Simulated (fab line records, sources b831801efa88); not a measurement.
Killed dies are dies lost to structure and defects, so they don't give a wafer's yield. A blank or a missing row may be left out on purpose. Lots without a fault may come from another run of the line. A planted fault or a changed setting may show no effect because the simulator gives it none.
Chamber matching | flow sky130 | SKY_SPACER_ETCHBACK_02 on rie_diel-02: 4 sister chambers
The step etches Si3N4 in CH3F/O2, stops on SiO2, time 46.7 s, target depth 45 nm. 7 wafers are shown with their chamber, then 7 later ones without.

WAFERS WITH THEIR CHAMBER
wafer  | chamber | drypump_motor_current_A (A) | rf_fwd_power_W (W)
L726.1 | 0       | 5.6                         | 396.1
L726.6 | 2       | 6.0                         | 392.9
L732.1 | 3       | 6.1                         | 397.8
L732.2 | 2       | 6.0                         | 392.9
L732.5 | 1       | 6.4                         | 399.0
L734.3 | 1       | 6.5                         | 397.5
L734.4 | 3       | 6.1                         | 397.0

WAFERS WITHOUT THEIR CHAMBER
wafer  | drypump_motor_current_A (A) | rf_fwd_power_W (W)
L734.5 | 6.0                         | 391.6
L735.1 | 6.0                         | 392.1
L735.4 | 6.4                         | 398.1
L735.6 | 6.4                         | 398.9
L744.1 | 6.2                         | 397.9
L744.2 | 5.9                         | 394.2
L744.5 | 6.5                         | 399.2

WHICH CHAMBER EACH WENT THROUGH
wafer  | from the rows above | in truth
L734.5 | 2                   | 2
L735.1 | 2                   | 2
L735.4 | 1                   | 1
L735.6 | 1                   | 1
L744.1 | 3                   | 3
L744.2 | 2                   | 2
L744.5 | 1                   | 1
Placed correctly: 7 of 7. Can't be placed from these rows: 0. Placed wrongly: 0.
How it was worked out, from the rows above alone: a wafer's distance from a chamber is the root of the sum, over the readings, of the square of ((its reading less the chamber's mean) divided by the reading's scatter). The wafer belongs to the nearest chamber; if the next one is less than 2 further off, it can't be placed. A chamber's mean is the mean of its shown wafers. The scatter: the root of (the sum of the squares of (reading less its chamber's mean) over the shown wafers, divided by (wafers less chambers)).
